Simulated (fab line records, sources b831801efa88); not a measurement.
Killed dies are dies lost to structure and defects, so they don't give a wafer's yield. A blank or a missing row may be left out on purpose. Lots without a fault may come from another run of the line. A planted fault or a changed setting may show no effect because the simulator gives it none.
A struck lot beside a sound one | flow gf180mcu | 19 steps out of a route of 602
Sound: wafers L151.1, L151.2, L151.3. Struck: wafer L163.3. (L163.5 of the same lot was not struck and is left out.) The cause comes at the end.
At each step with rows: each side's tool, then ch and its chambers, then its first start. Under that, the readings that differ: sound wafers | struck wafers | difference of the means | sigmas: that difference in standard deviations of wafers without a fault.
alike: readings whose means differ by less than 2 such deviations, and words and numbers that are the same on both sides. not compared: withheld readings, readings that some wafer has no value for, bounds like >300 that may hide the same value, and numbers for which the record gives no deviation and whose values overlap.
The two part at a step that has a row with sigmas, a row that says differs or no value, or rows on one side only. Numbers that don't overlap but have no deviation are shown without sigmas and don't part them. A reading that every wafer of one side lacks parts them only if that side has two wafers or more.

first, 1 step without rows for these wafers: GF_MVPSD_DEVELOP_06 (develop time 60 s).
GF_MVPSD_OVL_MEAS_07:
  sound on overlay-02, day 4 23:34; struck on overlay-02, day 8 07:08
  alike: MVPSD_OVL
then, 2 steps without rows for these wafers: GF_MVPSD_IMPLANT_08; GF_MVPSD_IMPLANT_09.
GF_MVPSD_STRIP_10: strips in O2/N2.
  sound on plasma_asher-02 ch 0,1, day 4 23:53; struck on plasma_asher-04 ch 1, day 8 07:30
  alike: chamber_pressure_mTorr, drypump_motor_current_A, heater_power_w, oes_product_au, strip_time_to_endpoint_s
  not compared: rf_hours_counter_h
GF_MVPSD_TW_MEAS_11:
  sound on film_metro-04, day 4 23:59; struck on film_metro-03, day 8 07:35
  alike: MVPSD_TW
then, 6 steps without rows for these wafers: GF_VT_IMPLANT_DEHYDRATE_00 (time 60 s); GF_VT_IMPLANT_HMDS_01 (prime time 60 s); GF_VT_IMPLANT_COAT_02 (resist thk 1000 nm); GF_VT_IMPLANT_SOFTBAKE_03 (time 60 s); GF_VT_IMPLANT_EXPOSE_04 (exposes mask LVPWELL LV AREA, target cd 600 nm); GF_VT_IMPLANT_PEB_05.
GF_VT_IMPLANT_DEVELOP_06: develop time 60 s.
  sound on litho_track-03 ch 0, day 5 14:19; struck on litho_track-01 ch 0, day 9 00:10
  alike: chill_plate_temp_C
GF_VT_IMPLANT_OVL_MEAS_07:
  sound on overlay-01, day 5 14:28; struck on overlay-01, day 9 00:16
  alike: VT_IMPLANT_OVL
then, 1 step without rows for these wafers: GF_VT_IMPLANT_IMPLANT_08.
GF_VT_IMPLANT_STRIP_09: strips in O2/N2.
  sound on plasma_asher-01 ch 0,1, day 5 14:39; struck on plasma_asher-03 ch 1, day 9 00:29
  alike: chamber_pressure_mTorr, drypump_motor_current_A, heater_power_w, oes_product_au, strip_time_to_endpoint_s
  not compared: rf_hours_counter_h
GF_VT_IMPLANT_TW_MEAS_10:
  sound on film_metro-02, day 5 14:45; struck on film_metro-03, day 9 00:34
  reading       | sound       | struck | difference | sigmas
  VT_IMPLANT_TW | 567 563 568 | 30     | -536       | -99 or more
then, 1 step without rows for these wafers: GF_VT_IMPLANT_DEHYDRATE_11 (time 60 s).
-- the record jumps here: 24 days lie between the struck wafers' starts before and after (it left off in module VT_IMPLANT and takes up again in module PASSIVATION, whose first step shown is number 602 of the route) --
GF_PASSIVATION_PROBE_99:
  the record has rows for the struck wafers here (prober-01, day 32 18:35) and none for the sound ones

WHERE THEY PART
First at GF_VT_IMPLANT_TW_MEAS_10; last, within this record, at GF_PASSIVATION_PROBE_99.

WHY: what the simulator had put in
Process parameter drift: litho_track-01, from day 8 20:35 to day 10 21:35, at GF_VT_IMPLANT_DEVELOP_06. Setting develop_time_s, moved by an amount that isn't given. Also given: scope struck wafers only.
